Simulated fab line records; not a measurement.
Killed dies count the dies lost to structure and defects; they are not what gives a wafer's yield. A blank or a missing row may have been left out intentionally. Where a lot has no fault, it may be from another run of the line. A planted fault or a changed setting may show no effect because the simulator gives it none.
Check for tools in common ; flow gf180mcu ; 14 lots, 42 wafers sampled

## WHY IT WAS OPENED
At GF_SAB_CD_MEAS_09 the reading cd nm is flagged on 2 of 14 lots. No-fault wafers: 419.7 nm, standard deviation 2.2.
Rule: a lot gets a flag if all its wafers with a number sit over 4 standard deviations from that mean, or if no wafer of it has a number. As for the other lots, they are considered sound.

lot;measured;on;cd nm (nm), wafer by wafer;flag
L724;day 14 20:07;cd sem-01;418.2 416.2 418.4;
L726;day 15 18:59;cd sem-02;420.9 417.4 419.0;
L728;day 16 12:41;cd sem-01;419.5 418.3 418.6;
L730;day 17 03:53;cd sem-02;420.3 420.5 420.9;
L731;day 17 20:44;cd sem-02;423.0 422.2 421.7;
L732;day 18 03:29;cd sem-01;422.3 423.6 421.5;
L733;day 19 02:52;cd sem-01;423.8 423.8 425.1;
L735;day 19 03:34;cd sem-02;421.1 420.5 419.9;
L734;day 19 10:06;cd sem-02;415.8 413.2 415.8;
L736;day 20 00:09;cd sem-02;297.2 296.9 294.3;FLAGGED
L737;day 20 00:28;cd sem-01;298.2 384.4 359.9;FLAGGED
L745;day 22 23:25;cd sem-01;421.0 420.7 421.4;
L746;day 23 00:52;cd sem-01;417.8 420.1 416.7;
L747;day 23 11:05;cd sem-02;417.5 421.5 418.4;
The mean of the flagged lots' numbers is 321.8 nm, -97.9 nm from the usual (-44 standard deviations).

## EACH LOT AND THE TOOL IT RAN ON
The record keeps 1 process step preceding the reading, out of 602 steps on the route. Every cell lists first the tool, next ch and the chambers used by the sampled wafers, and last the start.
lot;flag;GF_SAB_EXPOSE_06
L724;;iline stepper-01 ch 0, day 14 09:38
L726;;iline stepper-01 ch 0, day 15 08:13
L728;;iline stepper-01 ch 0, day 16 02:19
L730;;iline stepper-01 ch 0, day 16 17:13
L731;;iline stepper-01 ch 0, day 17 09:05
L732;;iline stepper-02 ch 0, day 17 17:03
L733;;iline stepper-01 ch 0, day 18 15:05
L735;;iline stepper-01 ch 0, day 18 15:36
L734;;iline stepper-01 ch 0, day 18 22:43
L736;FLAGGED;iline stepper-01 ch 0, day 19 12:03
L737;FLAGGED;iline stepper-01 ch 0, day 19 12:25
L745;;iline stepper-02 ch 0, day 22 12:44
L746;;iline stepper-02 ch 0, day 22 13:49
L747;;iline stepper-01 ch 0, day 23 00:25
What is done by these steps:
- GF_SAB_EXPOSE_06: exposes mask SAB, target cd 420 nm.
- GF_SAB_CD_MEAS_09: target cd 420 nm.

## FLAGGED AGAINST TOTAL, ONE TOOL AT A TIME (gauges that did the reading follow at the end)
step;tool;lots run;flagged;share of the flagged lots;sound lots run after its first flagged lot
GF_SAB_EXPOSE_06;iline stepper-01;11;2;all;1 (L747)
GF_SAB_EXPOSE_06;iline stepper-02;3;0;none;-
GF_SAB_CD_MEAS_09;cd sem-01;7;1;some;2 (L745,L746)
GF_SAB_CD_MEAS_09;cd sem-02;7;1;some;1 (L747)

## WHAT THE TABLE ALLOWS
Rows of the table that ran each flagged lot: 1, that is iline stepper-01 at GF_SAB_EXPOSE_06.
- iline stepper-01 at GF_SAB_EXPOSE_06 ran 11 lots, 2 of them flagged. Lots that were sound ran on it after the first flagged one (L747); a persistent fault on the entire tool would not allow that.
There is no row in the table that ran each flagged lot and no sound lot after the first.

## WHAT THE SIMULATOR HAD INSERTED
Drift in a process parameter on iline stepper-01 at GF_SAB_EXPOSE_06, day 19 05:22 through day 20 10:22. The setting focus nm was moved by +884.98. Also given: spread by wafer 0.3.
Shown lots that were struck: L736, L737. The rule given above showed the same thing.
